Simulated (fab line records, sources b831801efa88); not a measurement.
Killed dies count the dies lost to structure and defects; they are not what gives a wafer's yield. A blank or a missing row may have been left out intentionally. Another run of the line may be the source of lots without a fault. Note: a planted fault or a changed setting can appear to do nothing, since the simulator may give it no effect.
8D (eight disciplines) problem report, filled in by code || flow gf180mcu || the parts of the form that need people (team, actions taken, sign-off) are left out

1. PROBLEM STATEMENT
At GF_POLY_GATE_ETCH_12, bias-w averages 93.7 W over 6 wafers from 2 lots, while fault-free wafers read 100.1 W, standard deviation 0.31. Relative to the usual mean, that is a shift of -21 standard deviations.
The step: etches BARC in N2/H2.
First seen on wafer L611.2, day 10 12:45, on rie-diel-01. The record holds 42 wafers of 14 lots with a number at this step. The rule behind "out" and "out of limits": a value lying over 4 standard deviations away from the usual mean. The rest of the wafers with a number are treated as sound.

2. WHAT IT IS; WHAT IT IS NOT
{"question": "which readings at this step", "is": "bias-w", "is not": "drypump-motor-current-A, oes-product-au"}
{"question": "which lots", "is": "L611, L613", "is not": "L606, L607, L608, L610, L618, L619, L621, L622, L624, L626, L628, L629"}
{"question": "which wafers of those lots", "is": "all that have a number", "is not": "-"}
{"question": "read on which tools", "is": "rie-diel-01", "is not": "rie-diel-02, rie-diel-03"}
{"question": "when", "is": "from day 10 12:45", "is not": "up to then (12 sound wafers); but 24 sound wafers of L618, L619, L621, L622, L624, L626, L628, L629 came after"}

3. THE SUSPECTS, EACH WITH WHAT RULES IT OUT
Counting: a tool at any process step up to the reading remains a suspect when it ran all the lots that are out and ran no sound lot after the first of those.
- rie-diel-01 at GF_POLY_GATE_ETCH_12 (etches BARC in N2/H2): ruled out as a lasting fault. Following L611 (day 10 12:45), the first lot on it that is out, the sound lots L628, L629 were run on it.
Left after counting: nothing in the record.

4. THE CAUSE (what the simulator had put in)
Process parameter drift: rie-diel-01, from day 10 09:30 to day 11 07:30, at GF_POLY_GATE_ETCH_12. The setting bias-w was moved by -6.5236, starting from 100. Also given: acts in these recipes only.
Counting ruled it out, wrongly.

5. THE EFFECT CHAIN, in route order
Rows list readings where the struck wafers' mean (over those with a number) sits beyond 3 standard deviations from the usual. Readings are gone through only where the record gives a usual standard deviation; hours: the median, over the lots, of the time from a lot's start at the first step in this table giving one to that lot's start at this step; sigmas: the change measured in usual standard deviations.
{"hours": 0, "step": "GF_POLY_GATE_ETCH_12", "reading": "bias-w", "usual": "100.1 W", "on struck wafers": 93.7, "change": -6.4, "sigmas": -21}
It contains these process steps:
- GF_POLY_GATE_ETCH_12: etches BARC in N2/H2.
At these later measuring or inspecting steps, every struck wafer for which the step has a row has a number for every such reading, and none has moved that far: GF_PSD_OVL_MEAS_08, GF_SAB_THK_MEAS_01.

6. WHAT WOULD HAVE CAUGHT IT SOONER
First out-of-limits reading in this record: day 10 12:45, which is 3 hours after fault onset at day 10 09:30.
